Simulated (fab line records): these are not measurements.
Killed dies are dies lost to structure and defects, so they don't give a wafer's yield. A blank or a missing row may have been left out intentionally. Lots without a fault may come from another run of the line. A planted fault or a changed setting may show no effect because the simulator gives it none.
Which tool is to blame? || flow sky130 || route of 708 steps, sampled at 1 step: 6 lots, 18 wafers

## WHAT THE GAUGES READ, wafer by wafer
SKY_POLY_GATE_THK_MEAS_01.
{"lot": "L102", "measured": "day 14 07:41", "on": "film_metro-02", "POLY_GATE_CVD_00_THK (nm)": "178.6 177.7 177.6"}
{"lot": "L105", "measured": "day 14 23:46", "on": "film_metro-02", "POLY_GATE_CVD_00_THK (nm)": "177.9 178.0 176.7"}
{"lot": "L112", "measured": "day 17 11:50", "on": "film_metro-02", "POLY_GATE_CVD_00_THK (nm)": "173.3 173.8 172.5"}
{"lot": "L119", "measured": "day 19 22:08", "on": "film_metro-01", "POLY_GATE_CVD_00_THK (nm)": "175.6 174.4 175.1"}
{"lot": "L122", "measured": "day 21 00:29", "on": "film_metro-01", "POLY_GATE_CVD_00_THK (nm)": "173.1 174.3 174.1"}
{"lot": "L125", "measured": "day 22 03:23", "on": "film_metro-02", "POLY_GATE_CVD_00_THK (nm)": "175.3 174.3 175.8"}

## WHICH TOOL RAN EACH LOT (tool, then ch and the chambers of the sampled wafers, then the start)
Record: no process step prior to these readings.

## THE ANSWER, worked out from the rows above alone
Rule: usual is defined by the lots themselves. The widest of any qualifying gaps counts: lots, ordered by their means at a reading, are off when they make up no more than a third of the lots, leave a main group of 4 or more, and stand apart from it by 3 or more times the standard deviation of that group's means. A main group is skipped when, at the precision printed for the reading in the tables above, its means are all equal. Also off: a lot with no number at a reading for which 4 or more lots have one. Where the step has rows for the other lots, those lots are counted as sound.
No lot is off at any reading shown: from this, nothing can be told.

## WHAT HAD BEEN PUT IN BY THE SIMULATOR
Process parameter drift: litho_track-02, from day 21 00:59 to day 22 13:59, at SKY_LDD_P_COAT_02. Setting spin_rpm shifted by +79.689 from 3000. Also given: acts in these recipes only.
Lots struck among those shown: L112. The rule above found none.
